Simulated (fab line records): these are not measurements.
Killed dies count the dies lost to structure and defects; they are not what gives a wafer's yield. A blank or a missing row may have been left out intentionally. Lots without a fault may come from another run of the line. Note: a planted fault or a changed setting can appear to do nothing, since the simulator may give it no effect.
Which tool was responsible? | flow gf180mcu | 13 lots, 39 wafers sampled, at 5 steps of a route of 602

== WHAT THE GAUGES READ, wafer by wafer ==
GF_POLY_GATE_OVL_MEAS_11.
lot  | measured     | on         | POLY_GATE_OVL (nm)
L254 | day 9 22:40  | overlay-01 | -4 -2 -8
L256 | day 10 05:58 | overlay-02 | 11 0 5
L261 | day 11 23:43 | overlay-01 | -6 -6 -3
L262 | day 11 23:44 | overlay-02 | -10 -11 -6
L267 | day 13 12:59 | overlay-02 | -1 -15 -1
L268 | day 13 19:07 | overlay-01 | -11 -9 -5
L269 | day 13 21:20 | overlay-02 | -6 -3 -3
L270 | day 14 14:11 | overlay-02 | -9 -13 -7
L271 | day 14 23:55 | overlay-02 | 5 -5 -3
L272 | day 15 04:59 | overlay-01 | 0 -6 -2
L273 | day 15 09:06 | overlay-01 | 9 -1 6
L275 | day 15 17:52 | overlay-01 | -2 -6 -8
L276 | day 15 23:10 | overlay-02 | -4 1 -8

GF_M1_OVL_MEAS_15.
lot  | measured     | on         | M1_OVL (nm)
L254 | day 18 02:04 | overlay-01 | 3 -5 4
L256 | day 18 11:46 | overlay-02 | 1 -1 1
L267 | day 22 12:16 | overlay-02 | 4 5 4
L268 | day 22 20:35 | overlay-02 | -1 -2 0
L269 | day 22 22:50 | overlay-02 | -9 -10 -7
L270 | day 23 13:47 | overlay-02 | -1 -5 -3
L271 | day 24 04:01 | overlay-02 | -1 -8 -3
L272 | day 24 09:08 | overlay-02 | -9 -5 -6
L273 | day 24 14:25 | overlay-02 | -10 -3 3
L275 | day 24 22:37 | overlay-02 | -2 -1 -7
L276 | day 25 02:36 | overlay-02 | -2 -10 -4

== WHICH TOOL RAN EACH LOT (tool, then ch and the chambers of the sampled wafers, then the start) ==
lot  | GF_NSD_STRIP_11                      | GF_CONTACT_CMP_04             | GF_CONTACT_ETCH_17
L254 | plasma-asher-03 ch 0, day 14 04:09   | cmp-02 ch 1,2,3, day 16 01:41 | rie-diel-04 ch 1,2, day 18 02:04 or earlier
L256 | plasma-asher-03 ch 0,1, day 14 15:08 | cmp-01 ch 0,1, day 16 11:22   | rie-diel-01 ch 0,1,3, day 18 11:46 or earlier
L261 | plasma-asher-02 ch 0,1, day 16 15:49 | cmp-01 ch 1,2, day 18 15:46   | rie-diel-02 ch 0,2,3, day 31 21:41 or earlier
L262 | plasma-asher-02 ch 1, day 16 15:24   | cmp-01 ch 0,2,3, day 18 15:31 | rie-diel-01 ch 0,2,3, day 31 18:42 or earlier
L267 | plasma-asher-02 ch 0,1, day 18 07:15 | cmp-02 ch 2,3, day 20 10:02   | rie-diel-04 ch 1,3, day 22 12:16 or earlier
L268 | plasma-asher-02 ch 0,1, day 18 17:38 | cmp-01 ch 1,3, day 20 19:35   | rie-diel-01 ch 0,3, day 22 20:35 or earlier
L269 | plasma-asher-03 ch 0,1, day 18 18:17 | cmp-01 ch 2,3, day 20 22:07   | rie-diel-04 ch 0,1,3, day 22 22:50 or earlier
L270 | plasma-asher-03 ch 0,1, day 19 12:23 | cmp-01 ch 1,2, day 21 14:25   | rie-diel-01 ch 2,3, day 23 13:47 or earlier
L271 | plasma-asher-01 ch 0, day 20 02:15   | cmp-01 ch 0,1,2, day 22 04:46 | rie-diel-02 ch 1,3, day 24 04:01 or earlier
L272 | plasma-asher-02 ch 0,1, day 20 08:01 | cmp-02 ch 2,3, day 22 09:42   | rie-diel-01 ch 0,1,2, day 24 09:08 or earlier
L273 | plasma-asher-02 ch 0,1, day 20 13:46 | cmp-02 ch 0,3, day 22 15:14   | rie-diel-02 ch 0,1,2, day 24 14:25 or earlier
L275 | plasma-asher-02 ch 0,1, day 20 23:42 | cmp-01 ch 0,3, day 22 23:58   | rie-diel-02 ch 0,1,3, day 24 22:37 or earlier
L276 | plasma-asher-02 ch 0,1, day 21 03:27 | cmp-01 ch 1,3, day 23 04:32   | rie-diel-04 ch 0,1,3, day 25 02:36 or earlier
- GF_NSD_STRIP_11: strips in O2/N2.
- GF_CONTACT_CMP_04: polishes SiO2.
- GF_CONTACT_ETCH_17: etches SiO2 in C4F8/O2/Ar, stops on CoSi2, target depth 860 nm.

== WHAT THE TOOLS THEMSELVES READ (means of the sampled wafers that have a number; where no wafer has one, the mark that the record gives instead) ==
GF_NSD_STRIP_11.
lot  | tool            | drypump-motor-current-A (A) | heater-power-w (W) | oes-product-au (a.u.) | platen-temp-c (C) | strip-time-to-endpoint-s (s)
L254 | plasma-asher-03 | 6.8                         | 354                | 0.488                 | 250.12            | 23.00
L256 | plasma-asher-03 | 6.5                         | 355                | 0.485                 | 250.05            | 22.95
L261 | plasma-asher-02 | 5.7                         | 326                | 0.485                 | 249.93            | 22.98
L262 | plasma-asher-02 | 6.6                         | 302                | 0.485                 | 249.93            | 22.99
L267 | plasma-asher-02 | 6.2                         | 313                | 0.490                 | 250.03            | 22.90
L268 | plasma-asher-02 | 6.2                         | 312                | 0.485                 | 250.02            | 22.92
L269 | plasma-asher-03 | 6.2                         | 364                | 0.483                 | 249.87            | 22.92
L270 | plasma-asher-03 | 6.5                         | 354                | 0.482                 | 249.92            | 22.95
L271 | plasma-asher-01 | 6.0                         | 283                | 0.489                 | 250.02            | 22.93
L272 | plasma-asher-02 | 5.7                         | 319                | 0.485                 | 250.10            | 22.93
L273 | plasma-asher-02 | 6.2                         | 315                | 0.489                 | 250.00            | 22.95
L275 | plasma-asher-02 | 6.2                         | 309                | 0.484                 | 250.02            | 22.93
L276 | plasma-asher-02 | 6.2                         | 317                | 0.491                 | 249.96            | 22.93

GF_CONTACT_CMP_04.
lot  | tool   | edge-zone-pressure-frac | head-pressure-psi (psi) | motor-current-A (A) | time-to-endpoint-s (s)
L254 | cmp-02 | 1.000                   | 4.005                   | 12.1                | 118
L256 | cmp-01 | 1.002                   | 4.000                   | 11.2                | 107
L261 | cmp-01 | -                       | -                       | -                   | -
L262 | cmp-01 | -                       | -                       | -                   | -
L267 | cmp-02 | 0.997                   | 3.995                   | 11.8                | 111
L268 | cmp-01 | 1.001                   | 4.004                   | 11.7                | 103
L269 | cmp-01 | 1.004                   | 3.993                   | 12.2                | 110
L270 | cmp-01 | 1.006                   | 3.996                   | 11.3                | 107
L271 | cmp-01 | 1.002                   | 4.003                   | 12.1                | 115
L272 | cmp-02 | 0.996                   | 3.993                   | 11.8                | 122
L273 | cmp-02 | 1.003                   | 4.007                   | 11.1                | 121
L275 | cmp-01 | 0.998                   | 4.003                   | 12.1                | 106
L276 | cmp-01 | 1.001                   | 4.003                   | 11.9                | 101

GF_CONTACT_ETCH_17.
lot  | tool        | bias-w (W) | oes-product-au (a.u.)
L254 | rie-diel-04 | 1205       | 0.809
L256 | rie-diel-01 | 1203       | 0.809
L261 | rie-diel-02 | 1196       | 1.567
L262 | rie-diel-01 | 1198       | 1.565
L267 | rie-diel-04 | 1197       | 0.818
L268 | rie-diel-01 | 1198       | 0.812
L269 | rie-diel-04 | 1200       | 0.811
L270 | rie-diel-01 | 1199       | 0.817
L271 | rie-diel-02 | 1201       | 0.815
L272 | rie-diel-01 | 1198       | 0.811
L273 | rie-diel-02 | 1201       | 0.816
L275 | rie-diel-02 | 1198       | 0.810
L276 | rie-diel-04 | 1198       | 0.811

== THE ANSWER, worked out from the rows above alone ==
Rule: what is usual is taken from the lots themselves. Put in order of their means at a reading, lots are off if they are a third of the lots or fewer, leave a main group of 4 or more, and stand apart from it by a gap of 3 or more times the standard deviation of the main group's means; of several such gaps the widest counts. If all means in a main group match to the digits the tables above print for the reading, that group is not used. A lot without any number at a reading at which 4 lots or more have one is off too. The other lots that the step has rows for count as sound. After the gauges, taken in route order, come the tools' own readings; for these a lot's mean is taken, as printed above. At the first step where some lot is off, the reading lying furthest off is the one used; lots without a number count as furthest.
Off, at GF_CONTACT_CMP_04 on edge-zone-pressure-frac: L261, L262. Without a number there: L261, L262. The main group: mean 1.001, standard deviation 0.0029.
A tool fits if, at that step or a process step before it, it ran every lot that is off, and no sound lot after the first of them. None of those tried fits.

== WHAT THE SIMULATOR HAD INSERTED ==
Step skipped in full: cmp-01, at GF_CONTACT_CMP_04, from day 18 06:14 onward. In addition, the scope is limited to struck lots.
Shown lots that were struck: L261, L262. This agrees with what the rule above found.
